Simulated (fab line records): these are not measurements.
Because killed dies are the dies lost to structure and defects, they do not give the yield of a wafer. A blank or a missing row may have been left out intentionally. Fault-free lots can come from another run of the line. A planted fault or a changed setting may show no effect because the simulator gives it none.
The tool behind it: which one? || flow gf180mcu || 33 wafers from 11 lots sampled at 3 of the route's 602 steps

WHAT THE GAUGES READ, wafer by wafer
GF_NSD_OVL_MEAS_08.
{"lot": "L461", "measured": "day 13 09:58", "on": "overlay-01", "NSD_OVL (nm)": "-1.6 -0.1 -0.5"}
{"lot": "L462", "measured": "day 13 21:11", "on": "overlay-01", "NSD_OVL (nm)": "0.1 -0.7 0.9"}
{"lot": "L463", "measured": "day 14 12:07", "on": "overlay-01", "NSD_OVL (nm)": "-0.1 0.2 0.9"}
{"lot": "L464", "measured": "day 14 22:25", "on": "overlay-02", "NSD_OVL (nm)": "0.3 0.1 -0.7"}
{"lot": "L465", "measured": "day 14 23:47", "on": "overlay-02", "NSD_OVL (nm)": "2.0 1.2 2.3"}
{"lot": "L473", "measured": "day 17 21:49", "on": "overlay-02", "NSD_OVL (nm)": "-94.2 -93.2 -93.4"}
{"lot": "L475", "measured": "day 18 07:50", "on": "overlay-02", "NSD_OVL (nm)": "-94.0 -93.1 -94.0"}
{"lot": "L476", "measured": "day 18 21:28", "on": "overlay-02", "NSD_OVL (nm)": "-1.6 1.4 0.5"}
{"lot": "L479", "measured": "day 19 23:55", "on": "overlay-02", "NSD_OVL (nm)": "-1.3 -1.1 -1.3"}
{"lot": "L480", "measured": "day 20 03:58", "on": "overlay-02", "NSD_OVL (nm)": "2.1 1.4 1.8"}
{"lot": "L482", "measured": "day 21 00:10", "on": "overlay-02", "NSD_OVL (nm)": "0.6 2.5 0.4"}

GF_V1_BOW_MEAS_05.
{"lot": "L461", "measured": "day 17 07:23", "on": "film-metro-02", "V1_BOW (um)": "79 75 82"}
{"lot": "L462", "measured": "day 17 19:28", "on": "film-metro-01", "V1_BOW (um)": "74 75 72"}
{"lot": "L463", "measured": "day 18 13:19", "on": "film-metro-04", "V1_BOW (um)": "79 93 82"}
{"lot": "L464", "measured": "day 19 03:59", "on": "film-metro-04", "V1_BOW (um)": "83 74 90"}
{"lot": "L465", "measured": "day 19 05:24", "on": "film-metro-02", "V1_BOW (um)": "81 72 73"}
{"lot": "L473", "measured": "day 22 05:04", "on": "film-metro-01", "V1_BOW (um)": "87 103 86"}
{"lot": "L475", "measured": "day 22 14:23", "on": "film-metro-01", "V1_BOW (um)": "71 85 67"}
{"lot": "L476", "measured": "day 23 04:04", "on": "film-metro-04", "V1_BOW (um)": "91 78 88"}
{"lot": "L479", "measured": "day 24 03:22", "on": "film-metro-01", "V1_BOW (um)": "89 87 86"}
{"lot": "L480", "measured": "day 24 06:31", "on": "film-metro-01", "V1_BOW (um)": "80 84 79"}
{"lot": "L482", "measured": "day 25 02:07", "on": "film-metro-02", "V1_BOW (um)": "76 91 75"}

WHICH TOOL RAN EACH LOT (tool, then ch and the chambers of the sampled wafers, then the start)
{"lot": "L461", "GF_NSD_EXPOSE_04": "iline-stepper-01 ch 0, day 13 00:00"}
{"lot": "L462", "GF_NSD_EXPOSE_04": "iline-stepper-01 ch 0, day 13 10:52"}
{"lot": "L463", "GF_NSD_EXPOSE_04": "iline-stepper-01 ch 0, day 14 01:47"}
{"lot": "L464", "GF_NSD_EXPOSE_04": "iline-stepper-02 ch 0, day 14 11:47"}
{"lot": "L465", "GF_NSD_EXPOSE_04": "iline-stepper-02 ch 0, day 14 13:14"}
{"lot": "L473", "GF_NSD_EXPOSE_04": "iline-stepper-01 ch 0, day 17 09:58"}
{"lot": "L475", "GF_NSD_EXPOSE_04": "iline-stepper-01 ch 0, day 17 19:46"}
{"lot": "L476", "GF_NSD_EXPOSE_04": "iline-stepper-02 ch 0, day 18 08:36"}
{"lot": "L479", "GF_NSD_EXPOSE_04": "iline-stepper-02 ch 0, day 19 11:31"}
{"lot": "L480", "GF_NSD_EXPOSE_04": "iline-stepper-02 ch 0, day 19 15:26"}
{"lot": "L482", "GF_NSD_EXPOSE_04": "iline-stepper-02 ch 0, day 20 11:46"}
- GF_NSD_EXPOSE_04: exposes mask Nplus, target cd 400 nm.

AS READ BY THE TOOLS THEMSELVES (means over the sampled wafers that have a number; for cases with no such wafer, the mark the record gives instead)
The record holds no such reading with a usual standard deviation.

THE ANSWER, worked out from the rows above alone
Rule: what is usual is taken from the lots themselves. Put in order of their means at a reading, lots are off if they are a third of the lots or fewer, leave a main group of 4 or more, and stand apart from it by a gap of 3 or more times the standard deviation of the main group's means; of several such gaps the widest counts. The tables above print the reading to a certain number of digits; a main group whose means all agree to those digits is not used. A lot without any number at a reading at which 4 lots or more have one is off too. Where the step has rows for the other lots, those lots are counted as sound. Order of review: gauges by route order, followed by the tools' own readings, for which a lot's mean as printed above is used. The first step at which some lot is off is used, and at that step the reading that is off furthest; a lot without a number counts as furthest.
Off: L473, L475, seen at GF_NSD_OVL_MEAS_08 (NSD_OVL). The main group has a mean of 0.4 nm with a standard deviation of 0.99.
If a tool, at a process step before that reading, ran all the lots that are off and no sound lot after the first of them, it fits. The gauges at GF_NSD_OVL_MEAS_08 are tried like those tools. One fits: GF_NSD_EXPOSE_04 on iline-stepper-01. A fault onset in the window from L463 (day 14 01:47, its last sound lot) to L473 (day 17 09:58, its first lot off) fits.

WHAT THE SIMULATOR HAD PUT IN
Scanner matching overlay: iline-stepper-01, from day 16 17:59 on, at GF_NSD_EXPOSE_04. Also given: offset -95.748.
Lots struck among those shown: L473, L475. Same finding as the rule above.
